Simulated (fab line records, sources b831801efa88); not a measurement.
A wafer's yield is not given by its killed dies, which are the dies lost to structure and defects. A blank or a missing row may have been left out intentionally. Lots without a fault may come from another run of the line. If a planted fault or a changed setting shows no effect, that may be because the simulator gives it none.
Which tool did it?    flow gf180mcu    42 wafers from 14 lots sampled at 4 of the route's 602 steps

WHAT THE GAUGES SHOWED, per wafer
GF_LVPWELL_OVL_MEAS_07. Usual: for LVPWELL_OVL the level is -0.5 nm and the standard deviation is 1.7.
lot   measured     on          LVPWELL_OVL (nm)  flag
L139  day 3 22:52  overlay-02  -1.8 -0.4 -1.6    
L140  day 4 02:10  overlay-02  1.3 -1.1 -1.0     
L141  day 4 07:01  overlay-02  -1.1 0.5 0.2      
L143  day 4 18:46  overlay-02  1.2 1.0 -0.2      
L144  day 5 00:10  overlay-02  1.5 -0.1 1.0      
L148  day 5 23:22  overlay-02  -0.8 1.9 -1.4     
L149  day 6 03:49  overlay-01  1.3 -1.0 1.5      
L155  day 7 13:45  overlay-01  0.7 0.4 -1.2      
L157  day 8 01:33  overlay-02  0.7 0.4 0.6       
L158  day 8 08:31  overlay-02  -1.6 -0.1 -1.5    
L159  day 8 12:51  overlay-01  -0.3 -0.5 0.1     
L160  day 8 20:08  overlay-01  -1.3 -0.9 -1.9    
L161  day 9 01:38  overlay-01  -4.2 -3.1 -3.1    
L162  day 9 06:43  overlay-01  -1.9 0.0 -0.6     

GF_MVSD_OVL_MEAS_07. Usual: for MVSD_OVL the level is 0.8 nm and the standard deviation is 1.2.
lot   measured      on          MVSD_OVL (nm)   flag
L139  day 4 12:58   overlay-01  -0.3 -0.5 -0.1  
L140  day 4 15:47   overlay-02  1.1 0.6 2.6     
L141  day 4 21:04   overlay-01  -1.7 1.5 -0.1   
L143  day 5 09:02   overlay-01  1.6 -2.0 -2.0   
L144  day 5 14:32   overlay-02  -0.2 0.7 0.5    
L148  day 6 14:35   overlay-01  -1.6 -1.4 1.1   
L149  day 6 19:32   overlay-01  0.8 1.5 0.5     
L155  day 8 06:58   overlay-02  0.8 0.4 0.5     
L157  day 8 18:20   overlay-02  2.1 0.1 0.1     
L158  day 9 01:56   overlay-02  1.0 1.9 -0.9    
L159  day 9 06:04   overlay-02  0.4 1.2 -0.4    
L160  day 9 13:20   overlay-02  1.2 2.9 0.8     
L161  day 9 18:56   overlay-01  1.0 1.6 2.5     
L162  day 10 00:10  overlay-01  -0.3 -0.4 1.0   

GF_POLY_GATE_THK_MEAS_01. Usual: for POLY_GATE_CVD_00_THK the level is 199.3 nm and the standard deviation is 2.2.
lot   measured      on             POLY_GATE_CVD_00_THK (nm)  flag
L139  day 8 15:30   film metro-04  198.9 200.6 200.5          
L140  day 8 17:47   film metro-03  197.2 197.3 197.1          
L141  day 9 01:35   film metro-04  202.9 202.5 203.1          
L143  day 9 14:47   film metro-03  200.5 200.6 201.1          
L144  day 9 22:53   film metro-03  198.5 200.5 197.6          
L148  day 11 02:08  film metro-04  196.2 196.6 197.2          
L149  day 11 07:12  film metro-01  198.2 199.3 199.6          
L155  day 13 03:16  film metro-01  198.2 198.8 198.1          
L157  day 13 14:47  film metro-03  201.0 199.9 199.8          
L158  day 14 03:15  film metro-04  195.9 197.1 196.1          
L159  day 14 06:01  film metro-04  204.1 202.9 201.1          
L160  day 14 14:44  film metro-01  200.8 200.6 200.4          
L161  day 15 00:56  film metro-03  201.8 202.5 202.6          
L162  day 15 07:26  film metro-04  202.4 204.2 199.7          

WHAT TOOL EACH LOT RAN ON (gives the tool, then ch and the chambers of the sampled wafers, and finally the start)
lot   GF_VT_IMPLANT_CLEAN_44
L139  wet bench-02 ch 0, day 7 17:01
L140  wet bench-04 ch 1, day 7 19:55
L141  wet bench-04 ch 3, day 8 01:31
L143  wet bench-04 ch 1, day 8 15:40
L144  wet bench-02 ch 0, day 8 22:10
L148  wet bench-01 ch 2, day 10 02:31
L149  wet bench-04 ch 0, day 10 07:21
L155  wet bench-04 ch 1, day 12 00:37
L157  wet bench-02 ch 0, day 12 13:57
L158  wet bench-04 ch 3, day 13 00:12
L159  wet bench-01 ch 0, day 13 02:28
L160  wet bench-02 ch 2, day 13 11:51
L161  wet bench-02 ch 1, day 13 19:58
L162  wet bench-04 ch 3, day 13 23:27
- GF_VT_IMPLANT_CLEAN_44: cleans in SC1/SC2, time 150 s.

AS READ BY THE TOOLS THEMSELVES (means over the sampled wafers that have a number; for cases with no such wafer, the mark the record gives instead)
GF_VT_IMPLANT_CLEAN_44. Usual: bath guard temp C 70.1 C, standard deviation 0.37; bath heat duty pct 14.4 %, standard deviation 1.8.
lot   tool          bath guard temp C (C)  bath heat duty pct (%)  flag
L139  wet bench-02  70.3                   14.2                    
L140  wet bench-04  70.5                   16.4                    
L141  wet bench-04  69.9                   13.9                    
L143  wet bench-04  70.5                   16.7                    
L144  wet bench-02  70.4                   14.7                    
L148  wet bench-01  -                      -                       OFF
L149  wet bench-04  -                      -                       OFF
L155  wet bench-04  70.3                   17.0                    
L157  wet bench-02  70.3                   14.7                    
L158  wet bench-04  69.8                   14.3                    
L159  wet bench-01  70.0                   11.7                    
L160  wet bench-02  69.7                   14.0                    
L161  wet bench-02  70.2                   19.0                    
L162  wet bench-04  69.7                   14.0                    

THE ANSWER, worked out from the rows above alone
Rule: a lot is off if the mean of its wafers that have a number lies more than 3 standard deviations from the usual mean. A lot without any number at a reading at which 4 lots or more have one is off too. All remaining lots with rows at the step are treated as sound. The gauges are gone through in route order, then the tools' own readings, and for those a lot's mean is taken as printed above. At the first step where some lot is off, the reading lying furthest off is the one used; lots without a number count as furthest.
Off, at GF_VT_IMPLANT_CLEAN_44 on bath guard temp C: L148, L149. Without a number there: L148, L149.
If a tool, at that step or one of the process steps before it, ran each lot that is off and ran no sound lot following the first of them, it fits. Not one of the candidates tried fits.

WHAT THE SIMULATOR PUT IN
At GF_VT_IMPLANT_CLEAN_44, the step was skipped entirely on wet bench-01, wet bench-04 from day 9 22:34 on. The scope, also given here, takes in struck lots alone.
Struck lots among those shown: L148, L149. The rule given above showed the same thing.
